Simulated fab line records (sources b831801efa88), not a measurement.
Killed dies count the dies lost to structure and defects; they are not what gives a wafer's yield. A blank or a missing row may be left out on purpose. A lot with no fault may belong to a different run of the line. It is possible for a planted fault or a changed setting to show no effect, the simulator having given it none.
2 desks looking at one fault | flow sky130 | only its own numbers are on each desk; what lay behind them is given at the end

FROM THE METROLOGY DESK
What the gauges read for every lot (on any tool): the sampled wafers with a number, averaged. The brackets show how far a lot's mean lies from the usual mean; more than 4 standard deviations puts the lot out of limits, marked OUT.
Columns: A = SD_P_OVL at SKY_SD_P_OVL_MEAS_08, usual 0.3 nm; B = cdNm at SKY_LI_CONTACT_CD_MEAS_12, usual 170.1 nm
lot  | first seen here | A    | B
L959 | day 25 04:17    | 2.9  | 168.3
L960 | day 25 17:28    | 1.0  | 169.1
L962 | day 26 21:22    | 0.4  | 169.7
L963 | day 26 22:41    | 0.3  | 170.7
L966 | day 29 04:13    | -0.2 | 170.7
L975 | day 31 07:07    | -1.2 | 169.5
L977 | day 31 10:04    | 0.1  | 170.8
L976 | day 31 12:58    | 1.3  | 167.2
L978 | day 32 02:04    | 0.2  | 172.6
L979 | day 32 03:40    | -0.9 | 171.1
L980 | day 32 11:50    | -0.5 | 169.8
L981 | day 32 22:13    | 0.1  | 167.6
L982 | day 33 00:16    | 0.2  | 172.5
This desk's finding: nothing out of limits on any of the 13 lots.

THE TOOL OWNER'S DESK: plasmaAsher-03
The tool's own readings at SKY_SD_N_STRIP_11 (strips in O2/N2): means of the sampled wafers that have a number, for each lot that ran on this tool. The brackets show how far a lot's mean lies from the usual mean; more than 4 standard deviations puts the lot out of limits, marked OUT.
Columns: A = chamberPressureMTorr at SKY_SD_N_STRIP_11, usual 1499.8 mTorr; B = drypumpMotorCurrentA at SKY_SD_N_STRIP_11, usual 5.7 A; C = oesProductAu at SKY_SD_N_STRIP_11, usual 0.528 a.u.; D = stripTimeToEndpointS at SKY_SD_N_STRIP_11, usual 22.56 s
lot  | first seen here | A                 | B   | C               | D
L960 | day 28 03:22    | 1498.9            | 5.3 | 0.534           | 22.61
L966 | day 31 11:41    | 1508.1 (+6.9) OUT | 5.6 | 0.288 (-49) OUT | -
L975 | day 33 13:42    | 1499.2            | 5.3 | 0.525           | 22.58
L976 | day 33 19:19    | 1500.4            | 5.7 | 0.528           | 22.53
L978 | day 34 07:55    | 1500.3            | 5.7 | 0.529           | 22.54
L979 | day 34 09:49    | 1499.3            | 5.7 | 0.524           | 22.50
This desk finds L966 out of limits, L966 being first, at day 31 11:41 (chamberPressureMTorr at SKY_SD_N_STRIP_11). L960, L975, L976, L978, L979: within limits.

BROUGHT TOGETHER
The tool owner's desk could have raised an alarm at day 31 11:41, on L966.
Metrology desk: nothing out of limits seen.
The metrology desk has L966 on record, within its limits.
Every lot named ran SKY_SD_N_STRIP_11 on plasmaAsher-03.

WHAT THE SIMULATOR PUT IN
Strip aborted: plasmaAsher-03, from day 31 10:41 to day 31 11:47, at SKY_SD_N_STRIP_11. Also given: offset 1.
Lots struck among those shown: L966.
Hours from the fault's start to each desk's first reading out of limits: the tool owner's desk, 1.
